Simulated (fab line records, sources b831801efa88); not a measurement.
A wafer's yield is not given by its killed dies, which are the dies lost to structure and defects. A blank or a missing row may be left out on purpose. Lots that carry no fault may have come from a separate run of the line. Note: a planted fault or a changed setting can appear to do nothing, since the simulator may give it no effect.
Struck lot and sound lot, side by side ; flow sky130 ; 16 steps out of a route of 708
Sound: the wafers L952.1, L952.5, L952.6. Struck: wafers L963.2, L963.6. (L963.5 of the same lot was not struck and is left out.) The cause comes at the end.
Per side, at each step with rows, come the tool, then ch with its chambers, and then its first start. Under that, the readings that differ: sound wafers ; struck wafers ; difference of the means ; sigmas: that difference in standard deviations of wafers without a fault.
alike: a reading whose means differ by less than 2 such deviations, as well as words and numbers matching on both sides. not compared: withheld readings; readings where some wafer has no value; bounds like >300 that might hide an equal value; numbers whose values overlap and for which the record gives no deviation.
Wherever a step has rows on one side only, a row that says differs or no value, or a row with sigmas, the two part there. When numbers do not overlap yet have no deviation, they are printed without sigmas and do not part them. A reading that every wafer of one side lacks parts them only if that side has two wafers or more.

first, 8 steps without rows for these wafers: SKY_METAL1_DEHYDRATE_07 (time 60 s); SKY_METAL1_HMDS_08 (prime time 60 s); SKY_METAL1_COAT_09 (resist thk 60 nm); SKY_METAL1_COAT_10 (resist thk 450 nm); SKY_METAL1_SOFTBAKE_11 (time 90 s); SKY_METAL1_EXPOSE_12 (exposes mask MM1, target cd 140 nm); SKY_METAL1_PEB_13; SKY_METAL1_DEVELOP_14 (develop time 60 s).
SKY_METAL1_CD_MEAS_15: target cd 140 nm.
  sound: cd sem-02 at day 33 05:17; struck: cd sem-01 at day 37 04:20
  alike: cd nm
SKY_METAL1_OVL_MEAS_16:
  sound: overlay-01 at day 33 05:25; struck: overlay-01 at day 37 04:26
  alike: METAL1_OVL
SKY_METAL1_DESCUM_17: chemistry O2, time 8 s.
  sound on rie metal-01 ch 0,1, day 33 05:26; struck on rie metal-02 ch 1, day 37 04:28
  alike: drypump motor current A, oes product au, rf fwd power W
  not compared: rf hours counter h
SKY_METAL1_ETCH_18: etches BARC in N2/H2, stops on SiO2, time 45.9 s, target depth 60 nm.
  sound on rie metal-01 ch 0,1, day 33 05:28; struck on rie metal-02 ch 1, day 37 04:30
  alike: bias w, drypump motor current A, oes product au, rf fwd power W, throttle valve pct
  not compared: rf hours counter h
SKY_METAL1_METAL_ETCH_19: etches the open film in Cl2/BCl3, stops on SiO2, target depth 360 nm, time 78 s.
  sound on rie metal-01 ch 0,1, day 33 05:32; struck on rie metal-02 ch 1, day 37 04:34
reading;sound;struck;difference;sigmas
bias w (W);48.23 48.43 48.14;57.41 57.43;+9.15;+70
rf fwd power W (W);889 889 892;897 898;+8;+2
model.KrF-thick_of_METAL1_COAT_10.thk nm (nm);153.7 157.5 155;145 143.5;-11;
  alike: drypump motor current A, oes product au, throttle valve pct
  not compared: rf hours counter h
SKY_METAL1_STRIP_20: strips in O2/N2.
  sound on plasma asher-01 ch 0,1, day 33 05:38; struck on plasma asher-03 ch 0,1, day 37 04:40
reading;sound;struck;difference;sigmas
strip time to endpoint s (s);2.63 2.68 2.65;2.55 2.54;-0.11;-3
  alike: drypump motor current A, oes product au
  not compared: rf hours counter h
then, 1 step without rows for these wafers: SKY_METAL1_STRIP_21 (strips in post etch residue remover, time 1200 s).
-- the record jumps here: 12 days lie between the struck wafers' starts before and after (it left off in module METAL1 and takes up again in module PAD_OPEN, whose first step shown is number 708 of the route) --
SKY_PAD_OPEN_PROBE_99:
  sound: prober-02 at day 46 05:23; struck: prober-01 at day 49 03:47
  alike: defect limited yield, killed_at_M0_to_M3, killed_at_M4_up, killed at contacts, killed at front end, killed at other, killed dies, killed open, killed short, sort_bin_3_pad_short, sort_bin_5_function, sort_bin_6_memory, sort n pass, sort yield pct

## WHERE THEY PART
Last at SKY_METAL1_STRIP_20 as far as this record goes, first at SKY_METAL1_METAL_ETCH_19. Later steps at which nothing parts them and some readings are alike: SKY_PAD_OPEN_PROBE_99.

WHY: what had been put in by the simulator
rie metal-02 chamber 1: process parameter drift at SKY_METAL1_METAL_ETCH_19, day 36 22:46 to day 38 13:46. Setting bias w shifted by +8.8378 from 48.5. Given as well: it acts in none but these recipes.
